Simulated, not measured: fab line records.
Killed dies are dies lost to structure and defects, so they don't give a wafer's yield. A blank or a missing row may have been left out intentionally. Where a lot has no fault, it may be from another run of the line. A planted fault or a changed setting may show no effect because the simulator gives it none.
fab line records | flow sfq-line
record: lots: 7 | wafers: 21 | last-day: 86
route steps=325 shown I7@305 M8@311
lots that met no fault: taken from a fault-free run of the same line
start-h: hours from the record's first day to the start of the lot's first wafer shown | wait-h: hours elapsed since this lot's preceding step | " identical to the entry in the row above | L1.1+2: one row covering several wafers at once | - either no value or no given start | * or withheld: withheld | < > ~ a bound
route shown NAME@n: NAME is a module with steps in the file, n the number in the route of the first one | usual: mean/standard deviation of fault-free wafers | same: alike in all rows | chamber/n: place in a boat | sites: the reading at each site | _std_site: standard deviation across them | _edge_site: the outer-site mean with the inner-site mean subtracted | radius-mm: how far each site lies from the wafer's centre | mask NAME#n: copy n | behind: tool/chamber where the wafer was last shaped | hold: cause of the lot's hold/its duration in hours/its outcome | device: transistor that didn't switch, given as n, p or np | end of line: tests run on the same wafers once the route is complete | where a step has no rows: the recipe by itself | killed: count of dies lost to structure and defects at first sort (not the wafer's yield) | map: a wafer's dies, marking killed ones x, the rest . and places with no die _
set.NAME: the setting the step ran with; set.NAME@STEP: the setting that earlier step ran with | model.NAME: the simulator's own value behind a step, which no gauge read
lots at some steps of the route; a table a step, a row a wafer
services: the hour from which a tool's chamber was out of use, counted from the record's first day as start-h (under 0 if before that day), plus the number of hours and why
== steps ==
step: SFQ_TRILAYER_I7_VIA_LITHO_DEVELOP_189
recipe: time-s: 60 | resist: KrF
step: SFQ_I7_OVL_MEAS_947
usual: I7_OVL: 1/5.4
lot.wafer | tool       | chamber | start-h | wait-h | I7_OVL[nm]
L642.1    | overlay-01 | -       | 1764.83 | 0.1    | -6
L642.2    | "          | -       | "       | "      | -3
L642.4    | "          | -       | "       | "      | 0
L649.4    | overlay-01 | -       | 1908.43 | 0.1    | 3
L649.5    | "          | -       | "       | "      | -5
L649.6    | "          | -       | "       | "      | 6
L657.2    | overlay-01 | -       | 2034.47 | 0.1    | 4
L657.5    | "          | -       | "       | "      | 1
L657.6    | "          | -       | "       | "      | 4
L658.1    | overlay-01 | -       | 2040.59 | 0.1    | -4
L658.5    | "          | -       | "       | "      | -8
L658.6    | "          | -       | "       | "      | -8
L659.1    | overlay-02 | -       | 2042.99 | 0.1    | 2
L659.3    | "          | -       | "       | "      | 5
L659.4    | "          | -       | "       | "      | 1
L662.1    | overlay-01 | -       | 2049.15 | 0.1    | -5
L662.2    | "          | -       | "       | "      | 1
L662.4    | "          | -       | "       | "      | 3
L663.1    | overlay-01 | -       | 2050.35 | 0.1    | -9
L663.2    | "          | -       | "       | "      | -6
L663.3    | "          | -       | "       | "      | 1
step: SFQ_TRILAYER_I7_VIA_BARC_OPEN_VIA_ETCH_260
recipe: mask-material: PR | chemistry: O2 | target-depth-nm: 125 | target: BARC | source-w: 500 | bias-w: 80 | pressure-mtorr: 30 | time-s: 41.7
usual: drypump-motor-current-A: 6.1/0.35 | oes-product-au: 0.687/0.0045
lot.wafer | tool        | chamber | start-h | wait-h | drypump-motor-current-A | oes-product-au | rf-hours-counter-h
L642.1    | rie-diel-03 | 2       | 1764.87 | 0.0    | 5.8                     | 0.694          | 13
L642.2    | "           | 1       | "       | "      | 6.2                     | 0.688          | 1
L642.4    | "           | 0       | "       | "      | 6.0                     | 0.687          | 0
L649.4    | rie-diel-04 | 1       | 1908.47 | 0.0    | 5.5                     | 0.694          | -
L649.5    | "           | 0       | "       | "      | 6.2                     | 0.685          | -
L649.6    | "           | 3       | "       | "      | 5.9                     | 0.687          | -
L657.2    | rie-diel-04 | 3       | 2034.50 | 0.0    | 5.9                     | 0.688          | 4
L657.5    | "           | 2       | "       | "      | 5.9                     | 0.687          | -
L657.6    | "           | 3       | "       | "      | 5.9                     | 0.692          | -
L658.1    | rie-diel-01 | 0       | 2040.62 | 0.0    | 6.7                     | 0.689          | 17
L658.5    | "           | 1       | "       | "      | 6.4                     | 0.681          | -
L658.6    | "           | 0       | "       | "      | 6.7                     | 0.681          | -
L659.1    | rie-diel-03 | 0       | 2043.02 | 0.0    | 6.1                     | 0.695          | 5
L659.3    | "           | 2       | "       | "      | 5.8                     | 0.684          | 17
L659.4    | "           | 1       | "       | "      | 6.2                     | 0.687          | 5
L662.1    | rie-diel-04 | 3       | 2049.19 | 0.0    | 5.9                     | 0.690          | 4
L662.2    | "           | 0       | "       | "      | 6.2                     | 0.686          | 20
L662.4    | "           | 2       | "       | "      | 6.0                     | 0.688          | 3
L663.1    | rie-diel-01 | 2       | 2050.39 | 0.0    | 5.4                     | 0.688          | 17
L663.2    | "           | 3       | "       | "      | 5.8                     | 0.677          | 4
L663.3    | "           | 0       | "       | "      | 6.8                     | 0.675          | 17
step: SFQ_TRILAYER_I7_VIA_ETCH_VIA_ETCH_190
recipe: target: SiO2 | stop-on: Nb | mask-material: PR | taper-deg: 20 | chemistry: CHF3 | target-depth-nm: 260 | source-w: 500 | bias-w: 80 | pressure-mtorr: 30 | time-s: withheld
usual: drypump-motor-current-A: 6.0/0.35 | oes-product-au: 0.854/0.0051
lot.wafer | tool        | chamber | start-h | wait-h | drypump-motor-current-A | oes-product-au
L642.1    | rie-diel-03 | 2       | 1764.91 | 0.0    | 5.7                     | 0.854
L642.2    | "           | 1       | "       | "      | 6.2                     | 0.845
L642.4    | "           | 0       | "       | "      | 6.1                     | 0.851
L649.4    | rie-diel-04 | 1       | 1908.55 | 0.1    | 5.5                     | 0.861
L649.5    | "           | 0       | "       | "      | 6.2                     | 0.856
L649.6    | "           | 3       | "       | "      | 5.9                     | 0.862
L657.2    | rie-diel-04 | 3       | 2034.54 | 0.0    | 5.9                     | 0.855
L657.5    | "           | 2       | "       | "      | 6.0                     | 0.865
L657.6    | "           | 3       | "       | "      | 5.9                     | 0.851
L658.1    | rie-diel-01 | 0       | 2040.66 | 0.0    | 6.7                     | 0.854
L658.5    | "           | 1       | "       | "      | 6.3                     | 0.849
L658.6    | "           | 0       | "       | "      | 6.7                     | 0.856
L659.1    | rie-diel-03 | 0       | 2043.06 | 0.0    | 6.1                     | 0.856
L659.3    | "           | 2       | "       | "      | 5.8                     | 0.858
L659.4    | "           | 1       | "       | "      | 6.2                     | 0.852
L662.1    | rie-diel-04 | 3       | 2049.23 | 0.0    | 5.9                     | 0.850
L662.2    | "           | 0       | "       | "      | 6.2                     | 0.860
L662.4    | "           | 2       | "       | "      | 5.9                     | 0.847
L663.1    | rie-diel-01 | 2       | 2050.43 | 0.0    | 5.5                     | 0.849
L663.2    | "           | 3       | "       | "      | 5.8                     | 0.852
L663.3    | "           | 0       | "       | "      | 6.7                     | 0.863
step: SFQ_TRILAYER_I7_VIA_STRIP_STRIP_191
recipe: gas: O2 | power-w: 200 | platen-temp-c: 40 | overash-fraction: 0.65 | chemistry: O2 | pressure-mtorr: 50
usual: drypump-motor-current-A: 5.5/0.51 | oes-product-au: 1.000/0.008
lot.wafer | tool         | chamber | start-h | wait-h | drypump-motor-current-A | oes-product-au | rf-hours-counter-h
L642.1    | rie-metal-01 | 1       | 1765.02 | -      | 6.2                     | 1.019          | 89
L642.2    | "            | 0       | "       | "      | 5.3                     | 1.007          | 133
L642.4    | "            | 0       | "       | "      | 5.3                     | 1.008          | -
L649.4    | rie-metal-01 | 0       | 1908.80 | -      | 5.3                     | 0.994          | -
L649.5    | "            | 1       | "       | "      | 6.2                     | 1.010          | -
L649.6    | "            | 0       | "       | "      | 5.3                     | 0.999          | -
L657.2    | rie-metal-04 | 1       | 2034.65 | -      | 5.8                     | 1.009          | 1
L657.5    | "            | 0       | "       | "      | 4.8                     | 1.009          | -
L657.6    | "            | 1       | "       | "      | 5.8                     | 0.993          | -
L658.1    | rie-metal-01 | 1       | 2040.78 | -      | 6.2                     | 0.995          | 126
L658.5    | "            | 0       | "       | "      | 5.3                     | 0.986          | -
L658.6    | "            | 1       | "       | "      | 6.2                     | 1.009          | -
L659.1    | rie-metal-02 | 0       | 2043.18 | -      | 6.2                     | 1.003          | 15
L659.3    | "            | 1       | "       | "      | 5.2                     | 0.991          | -
L659.4    | "            | 0       | "       | "      | 6.1                     | 1.000          | -
L662.1    | rie-metal-01 | 0       | 2049.34 | -      | 5.3                     | 0.990          | 33
L662.2    | "            | 0       | "       | "      | 5.3                     | 1.000          | -
L662.4    | "            | 0       | "       | "      | 5.3                     | 0.996          | -
L663.1    | rie-metal-04 | 0       | 2050.54 | -      | 4.8                     | 0.994          | 7
L663.2    | "            | 1       | "       | "      | 5.8                     | 0.997          | 3
L663.3    | "            | 0       | "       | "      | 4.8                     | 0.993          | -
step: SFQ_TRILAYER_I7_VIA_STRIP_SOLV_CLEAN_192
recipe: chemistry: NMP | temp-c: 70 | time-s: 600
step: SFQ_TRILAYER_M8_LITHO_LOR_COAT_197
recipe: resist: lift-off | spin-rpm: 3000
step: SFQ_TRILAYER_M8_LITHO_LOR_BAKE_198
recipe: resist: lift-off | temp-c: withheld | time-s: withheld
step: SFQ_TRILAYER_M8_LITHO_COAT_193
recipe: resist: KrF | spin-rpm: 3000 | resist-thk-nm: 600
step: SFQ_TRILAYER_M8_LITHO_SOFTBAKE_199
recipe: temp-c: withheld | time-s: withheld | resist: KrF
step: SFQ_TRILAYER_M8_LITHO_EXPOSE_194
recipe: mask-id: M8 | na: 0.6 | source-shape: conventional | sigma-outer: 0.65 | target-cd-nm: 2000 | dose-mj: 14.4
step: SFQ_TRILAYER_M8_LITHO_PEB_196
recipe: peb-temp-c: 115 | peb-time-s: 60 | resist: KrF
step: SFQ_TRILAYER_M8_LITHO_DEVELOP_195
recipe: img-clear-s: 15 | time-s: 55 | resist: KrF
usual: chill-plate-temp-C: 22.99/0.1 | exhaust-pa: 45.1/0.78
lot.wafer | tool           | chamber | start-h | wait-h | chill-plate-temp-C | exhaust-pa | model.KrF_of_TRILAYER_M8_LITHO_COAT_193.thk-nm
L642.1    | litho-track-02 | 0       | 1884.59 | 0.1    | 22.98              | 45.0       | 576.2
L642.2    | "              | 0       | "       | "      | 23.05              | 45.4       | 576.3
L642.4    | "              | 0       | "       | "      | 22.96              | 44.9       | 574.2
L649.4    | litho-track-02 | 0       | 2001.73 | 0.1    | 22.92              | 45.1       | 575.2
L649.5    | "              | 0       | "       | "      | 22.92              | 44.8       | 576.5
L649.6    | "              | 0       | "       | "      | 23.04              | 45.4       | 574.9
L657.2    | litho-track-02 | -       | 2038.10 | 0.1    | -                  | -          | 596
L657.5    | "              | -       | "       | "      | -                  | -          | 598.4
L657.6    | "              | -       | "       | "      | -                  | -          | 595.8
L658.1    | litho-track-02 | -       | 2044.20 | 0.1    | -                  | -          | 599.7
L658.5    | "              | -       | "       | "      | -                  | -          | 600.1
L658.6    | "              | -       | "       | "      | -                  | -          | 602.4
L659.1    | litho-track-04 | -       | 2046.60 | 0.1    | -                  | -          | 597.6
L659.3    | "              | -       | "       | "      | -                  | -          | 599.4
L659.4    | "              | -       | "       | "      | -                  | -          | 599.6
L662.1    | litho-track-02 | 0       | 2053.37 | 0.1    | 22.83              | 43.6       | 574.8
L662.2    | "              | 0       | "       | "      | 23.00              | 45.7       | 576
L662.4    | "              | 0       | "       | "      | 22.84              | 45.1       | 575.6
L663.1    | litho-track-04 | 0       | 2054.57 | 0.1    | 23.08              | 44.4       | 577.6
L663.2    | "              | 0       | "       | "      | 22.97              | 44.3       | 576.6
L663.3    | "              | 0       | "       | "      | 23.05              | 45.2       | 576.8
step: SFQ_M8_OVL_MEAS_948
usual: M8_OVL: -5/5
lot.wafer | tool       | chamber | start-h | wait-h | M8_OVL[nm]
L642.1    | overlay-01 | -       | 1884.73 | 0.1    | -8
L642.2    | "          | -       | "       | "      | -5
L642.4    | "          | -       | "       | "      | -4
L649.4    | overlay-01 | -       | 2001.82 | 0.1    | -6
L649.5    | "          | -       | "       | "      | -5
L649.6    | "          | -       | "       | "      | -3
L657.2    | overlay-02 | -       | 2038.22 | 0.1    | -
L657.5    | "          | -       | "       | "      | -
L657.6    | "          | -       | "       | "      | -
L658.1    | overlay-02 | -       | 2044.34 | 0.1    | -
L658.5    | "          | -       | "       | "      | -
L658.6    | "          | -       | "       | "      | -
L659.1    | overlay-01 | -       | 2046.74 | 0.1    | -
L659.3    | "          | -       | "       | "      | -
L659.4    | "          | -       | "       | "      | -
L662.1    | overlay-01 | -       | 2053.51 | 0.1    | -8
L662.2    | "          | -       | "       | "      | -7
L662.4    | "          | -       | "       | "      | -1
L663.1    | overlay-01 | -       | 2054.71 | 0.1    | -7
L663.2    | "          | -       | "       | "      | -7
L663.3    | "          | -       | "       | "      | -1
== services ==
tool         | chamber | start-h | hours | kind
rie-diel-01  | 1       | 1751.90 | 12.7  | repair
rie-diel-04  | 0       | 1760.80 | 7.6   | repair
rie-diel-04  | 0       | 1785.44 | 4.1   | repair
rie-diel-04  | -       | 1797.03 | 2.8   | pm
rie-diel-01  | -       | 1808.27 | 0.2   | repair
rie-diel-04  | 0       | 1811.80 | 15.2  | repair
rie-diel-04  | 3       | 1827.02 | -     | clean
rie-diel-01  | -       | 1831.31 | 2.8   | pm
rie-diel-03  | 2       | 1865.63 | 3.1   | repair
rie-diel-03  | 0       | 1867.66 | 8.4   | repair
rie-diel-01  | -       | 1882.72 | 0.3   | repair
rie-diel-03  | -       | 1887.64 | 0.6   | repair
rie-diel-04  | 3       | 1893.49 | 14.4  | repair
rie-diel-01  | 0       | 1897.74 | 16.8  | repair
rie-diel-04  | 2       | 1907.70 | 5.7   | repair
rie-diel-04  | 1       | 1936.73 | 22.7  | repair
rie-diel-01  | -       | 1956.08 | 0.6   | repair
rie-diel-04  | 1       | 1965.04 | 4.8   | repair
rie-diel-04  | 1       | 1972.97 | 2.8   | repair
rie-metal-01 | -       | 1984.82 | 0.5   | repair
rie-diel-04  | 0       | 1987.26 | 22.9  | repair
rie-diel-04  | 3       | 1999.65 | 1.9   | repair
rie-diel-04  | -       | 2010.20 | 0.8   | repair
rie-diel-03  | -       | 2013.54 | 1.3   | repair
== key ==
first-sign: step: SFQ_TRILAYER_M8_LITHO_DEVELOP_195 | reading: tool-record | direction: missing
effect none on later readings
model-effect: step: SFQ_TRILAYER_M8_LITHO_DEVELOP_195 | value: KrF_of_TRILAYER_M8_LITHO_COAT_193.thk-nm | without: 574.5 | struck: 598.8
met-at SFQ_TRILAYER_M8_LITHO_DEVELOP_195
struck-wafers L657.2,L657.5,L657.6,L658.1,L658.5,L658.6,L659.1,L659.3,L659.4
onset-between 2001.73 2038.10
fault: kind: skipped-step-whole | tool: litho-track-02,litho-track-04 | chamber: - | onset-h: 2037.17 | steps: SFQ_TRILAYER_M8_LITHO_DEVELOP_195 | scope: struck-lots-only
